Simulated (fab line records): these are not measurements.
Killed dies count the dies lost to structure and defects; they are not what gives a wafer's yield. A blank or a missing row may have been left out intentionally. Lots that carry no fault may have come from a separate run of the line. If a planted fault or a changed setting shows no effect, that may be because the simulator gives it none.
Split-lot trial    flow sfqLine    27 wafers read across 5 lots, on a route 325 steps long

== THE SPLIT ==
At SFQ_TRILAYER_I5_BARC_OPEN_VIA_ETCH_200 (etches BARC in O2, target depth 125 nm, time 41.7 s), the setting timeS was moved away from the recipe's 41.7 s on 9 of the 27 wafers read, by +17.6% to +52.1%. This setting was run at the recipe's value on the other wafers.

The reading comes from the split's own step.

== THE READING ==
oesProductAu, in a.u., at SFQ_TRILAYER_I5_BARC_OPEN_VIA_ETCH_200 (etches BARC in O2, target depth 125 nm, time 41.7 s). Typical for fault-free wafers on this fab line: 0.686 a.u., with standard deviation 0.0037 a.u.

wafer   tool, chamber at the split  timeS as run, s  against the recipe  oesProductAu, a.u.  against lot-mates on the recipe
L074.1  rieDiel-01, 0               41.7             recipe              0.679               -
L074.2  rieDiel-01, 3               63.44            +52.1%              0.634               -0.049
L074.3  rieDiel-01, 1               63.44            +52.1%              0.649               -0.034
L074.4  rieDiel-01, 2               63.44            +52.1%              0.642               -0.041
L074.5  rieDiel-01, 3               41.7             recipe              0.687               -
L074.6  rieDiel-01, 2               41.7             recipe              0.683               -
L080.1  rieDiel-02, 2               41.7             recipe              0.685               -
L080.2  rieDiel-02, 3               41.7             recipe              0.689               -
L080.5  rieDiel-02, 2               41.7             recipe              0.684               -
L081.1  rieDiel-01, 1               53.97            +29.4%              0.660               -0.025
L081.2  rieDiel-01, 2               41.7             recipe              0.685               -
L081.3  rieDiel-01, 0               53.97            +29.4%              0.658               -0.027
L081.4  rieDiel-01, 3               41.7             recipe              0.686               -
L081.5  rieDiel-01, 0               53.97            +29.4%              0.656               -0.029
L081.6  rieDiel-01, 3               41.7             recipe              0.683               -
L083.1  rieDiel-03, 1               41.7             recipe              0.679               -
L083.2  rieDiel-03, 2               41.7             recipe              0.693               -
L083.3  rieDiel-03, 1               41.7             recipe              0.683               -
L083.4  rieDiel-03, 2               41.7             recipe              0.688               -
L083.5  rieDiel-03, 1               41.7             recipe              0.684               -
L083.6  rieDiel-03, 2               41.7             recipe              0.683               -
L084.1  rieDiel-01, 2               41.7             recipe              0.689               -
L084.2  rieDiel-01, 3               41.7             recipe              0.687               -
L084.3  rieDiel-01, 1               49.06            +17.6%              0.677               -0.011
L084.4  rieDiel-01, 0               49.06            +17.6%              0.666               -0.022
L084.5  rieDiel-01, 3               41.7             recipe              0.689               -
L084.6  rieDiel-01, 0               49.06            +17.6%              0.664               -0.024

FIT RESULTS
A straight line over all 27 wafers: oesProductAu changes by -0.000859 a.u. for each +1% of timeS; r = -0.97; the points scatter about the line by 0.0043 a.u.
The same after taking each lot's own level away (the mean of its wafers on the recipe; 27 wafers): -0.000827 a.u. for each +1%; r = -0.96; scatter 0.0044 a.u.
On that fit, the largest move of timeS shifts the reading by 0.043 a.u.
Measured against the standard deviation above, the lots' own levels, which go from 0.6830 to 0.6883 a.u., span 1.4 times it.
Consequently the slope shifts little with the lot-to-lot level, the two slopes agreeing.
Check: -0.0421 a.u. against its lot-mates is what the line predicts for one of the wafers moved furthest among these (+52.1%) when that wafer is left out of the fit. It came out at -0.049 a.u. against them.
Tool readings at the split's step, against how far the setting was moved: oesProductAu r = -0.97.

== ADDITIONAL SPLITS CARRIED BY THESE WAFERS ==
Note: prior to the reading, these wafers also went through further splits. Each is held against what the fit with the lots' levels taken away leaves over:
other split on the same wafers        wafers away from the commonest value  r with oesProductAu (lot level and that fit taken away)
SFQ_TRILAYER_A5B_DEP_PECVD_129 timeS  12                                    +0.30

== THE WHOLE CHAIN: every reading that the file lists as answering this split, in the file's order ==
step                                    what it does                                         reading                                                                                   change (the file's fit)                     r (the file's)
SFQ_TRILAYER_I5_BARC_OPEN_VIA_ETCH_200  etches BARC in O2, target depth 125 nm, time 41.7 s  oesProductAu                                                                              -0.000849 a.u. for each +1% of the setting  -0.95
SFQ_TRILAYER_I5_BARC_OPEN_VIA_ETCH_200  etches BARC in O2, target depth 125 nm, time 41.7 s  KrF_of_TRILAYER_I5_LITHO_COAT_144.thkNm (the simulator's own value, which no gauge read)  -0.561 nm for each +1% of the setting       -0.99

== THE FILE'S OWN FIT ==
oesProductAu changes by -0.000849 a.u. for each +1% of timeS, r = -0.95.
